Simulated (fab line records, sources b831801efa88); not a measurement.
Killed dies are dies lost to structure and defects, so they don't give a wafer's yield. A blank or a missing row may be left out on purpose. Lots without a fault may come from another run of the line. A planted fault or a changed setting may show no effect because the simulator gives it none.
Problem report in the 8D (eight disciplines) form, filled by code | flow sfq_line | the parts of the form that need people (team, actions taken, sign-off) are left out

1. THE PROBLEM
heater_power_total_W at SFQ_TRILAYER_I6_VIA_LITHO_PEB_172 reads a mean of 80.05 W on 6 wafers of 2 lots; wafers without a fault read 79.15 W with a standard deviation of 0.065. That is +14 standard deviations from the usual mean.
The step: peb time 60 s.
First seen on wafer L975.1, day 73 13:41, on litho_track-04. The record holds 18 wafers of 6 lots with a number at this step. Rule for "out", or "out of limits": more than 4 standard deviations from the usual mean. The other wafers with a number count as sound.

2. WHAT IT IS AND WHAT IT IS NOT
question                    | is                                 | is not
which readings at this step | heater_power_total_W, plate_temp_C | -
which lots                  | L975, L978                         | L968, L977, L980, L982
which wafers of those lots  | all that have a number             | -
read on which tools         | litho_track-04                     | litho_track-01
when                        | from day 73 13:41                  | up to then (3 sound wafers); but 9 sound wafers of L977, L980, L982 came after

3. SUSPECTS, AND WHAT RULES EACH OUT
Counting: a tool at a process step up to the reading stays a suspect if it ran every lot that is out and no sound lot after the first of them.
- rie_metal-04 at SFQ_TRILAYER_M6_BARC_OPEN_METAL_ETCH_206 (etches BARC in O2, target depth 125 nm, time 41.7 s): ruled out as a lasting fault. Sound lots L982 ran on it after its first lot that is out, L975 (day 72 22:14).
- rie_metal-04 at SFQ_TRILAYER_M6_STRIP_STRIP_163 (strips in O2): ruled out as a lasting fault. Sound lots L982 ran on it after its first lot that is out, L975 (day 72 22:26).
- pecvd-04 at SFQ_TRILAYER_I6_DEP_PECVD_165 (deposits SiO2 from SiH4/N2O, time 111.11 s, target thk 500 nm): ruled out as a lasting fault. Sound lots L982 ran on it after its first lot that is out, L975 (day 72 23:14).
- litho_track-04 at SFQ_TRILAYER_I6_VIA_LITHO_PEB_172 (peb time 60 s): kept. It ran every lot that is out, first L975 (day 73 13:41), and no sound lot after that; its last sound lot up to then is L968 (day 64 09:20). Its own readings are out on those wafers: heater_power_total_W, plate_temp_C.
Left after counting: litho_track-04 at SFQ_TRILAYER_I6_VIA_LITHO_PEB_172.

4. THE CAUSE (what the simulator had put in)
Process parameter drift: litho_track-04, from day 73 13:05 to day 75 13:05, at SFQ_TRILAYER_I6_VIA_LITHO_PEB_172. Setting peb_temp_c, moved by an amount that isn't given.
Counting left only this tool.

5. THE CHAIN OF EFFECTS, in route order
Each row: a reading whose mean over the struck wafers that have a number lies more than 3 standard deviations from the usual. Only readings for which the record gives a usual standard deviation are gone through. hours: the time from each lot's start at the first step in this table that gives one to its start at this step, as a median over the lots. sigmas: the change in usual standard deviations.
hours | step                              | reading              | usual    | on struck wafers | change | sigmas
0     | SFQ_TRILAYER_I6_VIA_LITHO_PEB_172 | heater_power_total_W | 79.15 W  | 80.05            | +0.90  | +14
0     | SFQ_TRILAYER_I6_VIA_LITHO_PEB_172 | plate_temp_C         | 115.01 C | 115.95           | +0.94  | +6.7
The process steps in it:
- SFQ_TRILAYER_I6_VIA_LITHO_PEB_172: peb time 60 s.
Later measuring or inspecting steps at which every struck wafer that the step has a row for has a number for every such reading, and none has moved that far: SFQ_I6_OVL_MEAS_942.

6. WHAT WOULD HAVE CAUGHT IT SOONER
In this record the first reading out of limits was taken at day 73 13:41, 1 hour after the fault began at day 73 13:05.
